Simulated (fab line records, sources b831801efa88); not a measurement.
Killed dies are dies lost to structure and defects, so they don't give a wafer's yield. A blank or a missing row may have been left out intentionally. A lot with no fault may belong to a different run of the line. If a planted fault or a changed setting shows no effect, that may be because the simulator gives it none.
A struck lot beside a sound one ; flow sky130 ; 14 steps out of a route of 708
Sound: the wafers L712.2, L712.3, L712.6. Wafers L708.3, L708.4, L708.5 were the ones struck. The cause comes at the end.
Each step with rows lists, per side, the tool, then ch with its chambers, then its first start. Under that, the readings that differ: sound wafers ; struck wafers ; difference of the means ; sigmas: that difference in standard deviations of wafers without a fault.
alike: same words and numbers on both sides, and readings whose means sit less than 2 such deviations apart. not compared: any withheld reading, any reading some wafer has no value for, any bound like >300 that may hide the same value, and any number with overlapping values for which the record gives no deviation.
The two part at a step that has a row with sigmas, a row that says differs or no value, or rows on one side only. Numbers that don't overlap but have no deviation are shown without sigmas and don't part them. A reading that every wafer of one side lacks parts them only if that side has two wafers or more.

SKY_METAL2_SPUTTER_02: material AlCu, target thk 250 nm, time 13.3 s.
  sound on pvd_sputter-04 at day 40 23:25; struck on pvd_sputter-04 at day 38 19:16
  alike: throttle_valve_pct
SKY_METAL2_SPUTTER_03: material Ti, target thk 5 nm, time 3.3 s.
  sound on pvd_sputter-04 at day 40 23:26; struck on pvd_sputter-04 at day 38 19:17
  alike: throttle_valve_pct
SKY_METAL2_SPUTTER_04: material TiN, target thk 70 nm, time 58.3 s.
  sound on pvd_sputter-04 at day 40 23:28; struck on pvd_sputter-04 at day 38 19:19
  alike: throttle_valve_pct
SKY_METAL2_RS_MEAS_05: measurement is done with a four-point probe.
  sound on film_metro-04 at day 40 23:32; struck on film_metro-01 at day 38 19:24
  alike: METAL2_ALCU_RS
SKY_METAL2_THK_MEAS_06: measures by xrf.
  sound on film_metro-04 at day 40 23:38; struck on film_metro-01 at day 38 19:30
  alike: METAL2_ALCU_THK
then, 7 steps without rows for these wafers: SKY_METAL2_DEHYDRATE_07 (time 60 s); SKY_METAL2_HMDS_08 (prime time 60 s); SKY_METAL2_COAT_09 (resist thk 60 nm); SKY_METAL2_COAT_10 (resist thk 450 nm); SKY_METAL2_SOFTBAKE_11 (time 90 s); SKY_METAL2_EXPOSE_12 (exposes mask MM2, target cd 140 nm); SKY_METAL2_PEB_13.
SKY_METAL2_DEVELOP_14: develop time 60 s.
  sound on litho_track-04 ch 0, day 41 22:00; struck on litho_track-01, day 39 20:00
  no value came back on the struck wafers for chill_plate_temp_C (C), develop_time_s (s); on the sound wafers chill_plate_temp_C (C) reads 23.26 23.05 23.10
reading;sound;struck;difference;sigmas
model.KrF-thick_of_METAL2_COAT_10.thk_nm (nm);435.9 435.7 435.3;451 450.1 451.3;+15;
SKY_METAL2_CD_MEAS_15 targets a cd of 140 nm.
  sound on cd_sem-02 at day 41 22:59; struck on cd_sem-01 at day 39 20:13
reading;sound;struck;difference;sigmas
cd_nm (nm);136.3 138.7 138.4;- - -;no value on the struck wafers;

## WHERE THEY PART
First at SKY_METAL2_DEVELOP_14; last, within this record, at SKY_METAL2_CD_MEAS_15.

WHY: what had been put in by the simulator
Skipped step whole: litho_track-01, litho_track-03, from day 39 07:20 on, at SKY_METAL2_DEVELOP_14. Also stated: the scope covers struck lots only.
